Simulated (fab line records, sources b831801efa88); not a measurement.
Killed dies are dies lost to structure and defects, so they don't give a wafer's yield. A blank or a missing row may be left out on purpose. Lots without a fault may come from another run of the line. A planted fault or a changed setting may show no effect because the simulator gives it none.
Which tool did it? | flow sky130 | 24 lots, 72 wafers sampled, at 2 steps of a route of 708

WHAT THE GAUGES READ, wafer by wafer
SKY_CONTACT_CD_MEAS_14: target cd 170 nm.
lot  | measured     | on        | cd_nm (nm)
L074 | day 32 07:46 | cd_sem-02 | 170.8 172.2 171.3
L076 | day 32 14:37 | cd_sem-01 | 169.9 169.5 169.0
L075 | day 32 16:43 | cd_sem-02 | 172.7 172.9 172.6
L077 | day 32 21:27 | cd_sem-01 | 170.6 171.1 170.2
L078 | day 33 01:14 | cd_sem-02 | 166.9 169.9 170.0
L079 | day 33 07:04 | cd_sem-02 | 169.8 168.6 169.9
L081 | day 33 21:38 | cd_sem-01 | 173.6 173.7 172.7
L080 | day 34 02:07 | cd_sem-02 | 169.5 167.0 168.0
L082 | day 34 02:44 | cd_sem-01 | 168.8 169.8 169.1
L083 | day 34 14:50 | cd_sem-01 | 173.1 171.9 172.7
L084 | day 35 00:28 | cd_sem-01 | 171.2 169.4 169.6
L085 | day 35 08:37 | cd_sem-01 | 173.0 170.5 171.7
L086 | day 35 10:31 | cd_sem-01 | 171.0 171.0 170.6
L087 | day 35 17:36 | cd_sem-02 | 169.0 168.8 169.1
L088 | day 35 23:47 | cd_sem-01 | 171.2 170.3 170.1
L089 | day 36 06:08 | cd_sem-02 | 171.1 170.8 170.6
L090 | day 36 17:08 | cd_sem-01 | 167.6 168.4 167.4
L091 | day 36 19:06 | cd_sem-01 | 170.9 171.6 169.1
L092 | day 37 10:39 | cd_sem-02 | 171.5 171.1 172.0
L093 | day 37 11:38 | cd_sem-01 | 168.2 168.3 167.2
L094 | day 37 22:17 | cd_sem-02 | 170.1 168.9 168.2
L095 | day 38 05:00 | cd_sem-01 | 169.1 169.4 169.2
L096 | day 38 08:26 | cd_sem-01 | 173.1 171.8 172.9
L097 | day 38 13:37 | cd_sem-02 | 169.3 170.3 169.1

SKY_CONTACT_OVL_MEAS_15.
lot  | measured     | on         | CONTACT_OVL (nm)
L074 | day 32 07:52 | overlay-01 | -9 -7 -11
L076 | day 32 14:44 | overlay-01 | -1 -8 5
L075 | day 32 16:50 | overlay-02 | -5 2 2
L077 | day 32 21:32 | overlay-02 | -9 -8 -2
L078 | day 33 01:20 | overlay-02 | 5 10 3
L079 | day 33 07:10 | overlay-02 | -2 1 0
L081 | day 33 21:44 | overlay-01 | -1 -1 0
L080 | day 34 02:13 | overlay-02 | -2 -4 0
L082 | day 34 02:50 | overlay-02 | 1 -2 0
L083 | day 34 14:57 | overlay-01 | -3 3 -1
L084 | day 35 00:33 | overlay-01 | -9 -11 -8
L085 | day 35 08:44 | overlay-01 | -1 0 -5
L086 | day 35 10:38 | overlay-02 | 4 9 -2
L087 | day 35 17:41 | overlay-02 | -5 -3 2
L088 | day 35 23:53 | overlay-01 | 5 4 7
L089 | day 36 06:14 | overlay-01 | -1 3 -1
L090 | day 36 17:15 | overlay-02 | 5 2 1
L091 | day 36 19:13 | overlay-01 | 7 -3 7
L092 | day 37 10:46 | overlay-01 | -7 -12 -4
L093 | day 37 11:44 | overlay-01 | 6 -1 -3
L094 | day 37 22:23 | overlay-01 | 7 6 1
L095 | day 38 05:07 | overlay-01 | -7 2 -6
L096 | day 38 08:31 | overlay-02 | -8 -6 -8
L097 | day 38 13:44 | overlay-01 | 4 -1 3

WHICH TOOL RAN EACH LOT (tool, then ch and the chambers of the sampled wafers, then the start)
The record holds no process step before these readings.

WHAT THE TOOLS THEMSELVES READ (means of the sampled wafers that have a number; where no wafer has one, the mark that the record gives instead)
The record holds no such reading with a usual standard deviation.

THE ANSWER, worked out from the rows above alone
Rule: what is usual is taken from the lots themselves. Put in order of their means at a reading, lots are off if they are a third of the lots or fewer, leave a main group of 4 or more, and stand apart from it by a gap of 3 or more times the standard deviation of the main group's means; of several such gaps the widest counts. A main group whose means are all the same, to the digits that the tables above print for the reading, isn't used. A lot without any number at a reading at which 4 lots or more have one is off too. The other lots that the step has rows for count as sound. The gauges are gone through in route order, then the tools' own readings, and for those a lot's mean is taken as printed above. The first step at which some lot is off is used, and at that step the reading that is off furthest; a lot without a number counts as furthest.
No lot is off at any reading shown: from this, nothing can be told.

WHAT THE SIMULATOR HAD PUT IN
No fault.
